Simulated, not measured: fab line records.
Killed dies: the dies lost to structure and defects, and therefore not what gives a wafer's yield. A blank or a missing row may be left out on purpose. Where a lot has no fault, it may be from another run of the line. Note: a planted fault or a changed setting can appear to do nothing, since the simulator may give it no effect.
The tool behind it: which one? ; flow gf180mcu ; 13 lots, 39 wafers sampled, at 5 steps of a route of 602

WHAT EACH GAUGE READ, for each wafer
GF_V4_THK_MEAS_03.
lot;measured;on;V4_CVD_02_THK (nm)
L864;day 24 06:21;film_metro-01;845 828 837
L867;day 25 06:20;film_metro-03;833 845 860
L868;day 25 15:08;film_metro-03;839 843 860
L869;day 26 01:26;film_metro-03;842 837 861
L871;day 26 13:34;film_metro-01;841 834 854
L874;day 27 12:03;film_metro-04;835 848 833
L875;day 27 17:23;film_metro-04;846 833 858
L876;day 28 03:28;film_metro-01;842 847 849
L877;day 28 12:16;film_metro-04;844 850 864
L881;day 29 14:44;film_metro-03;860 845 840
L883;day 29 22:52;film_metro-01;852 863 850
L884;day 30 07:09;film_metro-03;836 846 838
L885;day 30 14:29;film_metro-01;839 858 858

GF_M5_OVL_MEAS_08.
lot;measured;on;M5_OVL (nm)
L864;day 27 00:55;overlay-02;6 -1 5
L867;day 27 22:26;overlay-01;-3 0 -2
L868;day 28 07:15;overlay-01;-3 4 -2
L869;day 28 18:13;overlay-02;-6 -5 -4
L871;day 29 02:50;overlay-01;-9 -7 -2
L874;day 30 00:20;overlay-02;8 3 6
L875;day 30 06:18;overlay-01;-2 -4 3
L876;day 30 16:14;overlay-01;-3 -4 -6
L877;day 30 21:56;overlay-02;-4 -9 -9
L881;day 31 23:51;overlay-02;9 7 1
L883;day 32 06:27;overlay-02;-1 -2 -7
L884;day 32 13:47;overlay-01;-13 -4 -4
L885;day 32 20:03;overlay-01;1 -2 8

GF_PASSIVATION_THK_MEAS_01.
lot;measured;on;PASSIVATION_CVD_00_THK (nm)
L864;day 28 21:10;film_metro-04;996 989 984
L867;day 29 17:35;film_metro-03;997 1004 1006
L868;day 30 01:26;film_metro-04;969 977 992
L869;day 30 12:44;film_metro-03;995 989 987
L871;day 30 19:52;film_metro-01;1009 1001 1008
L874;day 31 16:53;film_metro-04;992 1015 1015
L875;day 31 20:58;film_metro-03;979 981 1012
L876;day 32 07:16;film_metro-01;642 992 1007
L877;day 32 11:44;film_metro-04;620 996 1010
L881;day 33 11:25;film_metro-03;1002 993 989
L883;day 33 18:24;film_metro-04;1001 1014 1013
L884;day 34 01:11;film_metro-04;975 1007 983
L885;day 34 07:16;film_metro-04;995 1014 1018

WHICH TOOL RAN EACH LOT (tool, then ch and the chambers of the sampled wafers, then the start)
lot;GF_V4_CMP_26;GF_PASSIVATION_CVD_00
L864;cmp-02 ch 0,2,3, day 25 06:07;pecvd-02 ch 0,1,2, day 28 21:05
L867;cmp-02 ch 1,2, day 26 04:38;pecvd-02 ch 0,2, day 29 17:29
L868;cmp-01 ch 0,2, day 26 14:05;pecvd-02 ch 0,1,2, day 30 01:22
L869;cmp-01 ch 1,2,3, day 27 00:04;pecvd-03 ch 0,1,2, day 30 12:40
L871;cmp-02 ch 0,1,2, day 27 10:56;pecvd-03 ch 0,1, day 30 19:47
L874;cmp-02 ch 1,2, day 28 09:20;pecvd-02 ch 0,1, day 31 16:47
L875;cmp-01 ch 0,2,3, day 28 14:56;pecvd-01 ch 0,2, day 31 20:53
L876;cmp-02 ch 0,2,3, day 29 00:49;pecvd-01 ch 0,2, day 32 07:11
L877;cmp-01 ch 0,1,3, day 29 08:43;pecvd-01 ch 0,2, day 32 11:38
L881;cmp-02 ch 0,1,2, day 30 11:08;pecvd-03 ch 0,1,2, day 33 11:20
L883;cmp-01 ch 1,2, day 30 18:39;pecvd-03 ch 0,1,2, day 33 18:20
L884;cmp-01 ch 0,1,2, day 31 02:50;pecvd-03 ch 0,1,2, day 34 01:05
L885;cmp-01 ch 0,3, day 31 09:56;pecvd-02 ch 0,1,2, day 34 07:11
- GF_V4_CMP_26: polishes, stops on SiO2, t overpolish 15 s, target thk 0 nm.
- GF_PASSIVATION_CVD_00: deposits SiO2 from TEOS, target thk 1000 nm, time 111.95 s.

AS READ BY THE TOOLS THEMSELVES (means over the sampled wafers that have a number; for cases with no such wafer, the mark the record gives instead)
GF_V4_CMP_26.
lot;tool;motor_current_A (A);overpolish_run_s (s);time_to_endpoint_s (s)
L864;cmp-02;10.5;14.997;87
L867;cmp-02;11.5;14.997;89
L868;cmp-01;11.1;14.990;85
L869;cmp-01;12.8;15.001;89
L871;cmp-02;10.5;14.993;85
L874;cmp-02;11.3;15.003;88
L875;cmp-01;11.9;15.008;91
L876;cmp-02;10.5;14.998;87
L877;cmp-01;12.7;15.002;92
L881;cmp-02;10.5;15.008;84
L883;cmp-01;12.0;15.003;87
L884;cmp-01;12.4;15.001;90
L885;cmp-01;12.4;15.004;93

GF_PASSIVATION_CVD_00.
lot;tool;heater_power_w (W)
L864;pecvd-02;667
L867;pecvd-02;626
L868;pecvd-02;653
L869;pecvd-03;549
L871;pecvd-03;602
L874;pecvd-02;598
L875;pecvd-01;730
L876;pecvd-01;771
L877;pecvd-01;784
L881;pecvd-03;555
L883;pecvd-03;608
L884;pecvd-03;588
L885;pecvd-02;612

THE ANSWER, worked out from the rows above alone
Rule: the usual values come from the lots themselves. Put in order of their means at a reading, lots are off if they are a third of the lots or fewer, leave a main group of 4 or more, and stand apart from it by a gap of 3 or more times the standard deviation of the main group's means; of several such gaps the widest counts. The tables above print the reading to a certain number of digits; a main group whose means all agree to those digits is not used. Also off: a lot with no number at a reading for which 4 or more lots have one. Any other lot the step has rows for is counted as sound. First the gauges in route order, then the tools' own readings, where a lot's mean is used as printed above. At the first step where some lot is off, the reading lying furthest off is the one used; lots without a number count as furthest.
Off: at GF_PASSIVATION_THK_MEAS_01 (PASSIVATION_CVD_00_THK), L876, L877. Main group: mean 997 nm, sd 9.7.
If a tool, at a process step before that reading, ran all the lots that are off and no sound lot after the first of them, it fits. Those tools and the gauges at GF_PASSIVATION_THK_MEAS_01 are tried in the same way. One fits: GF_PASSIVATION_CVD_00 on pecvd-01. A fault onset in the window from L875 (day 31 20:53, its last sound lot) to L876 (day 32 07:11, its first lot off) fits.

WHAT THE SIMULATOR HAD PUT IN
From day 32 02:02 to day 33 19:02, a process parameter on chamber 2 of pecvd-01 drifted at GF_PASSIVATION_CVD_00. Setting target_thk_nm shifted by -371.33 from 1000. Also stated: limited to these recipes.
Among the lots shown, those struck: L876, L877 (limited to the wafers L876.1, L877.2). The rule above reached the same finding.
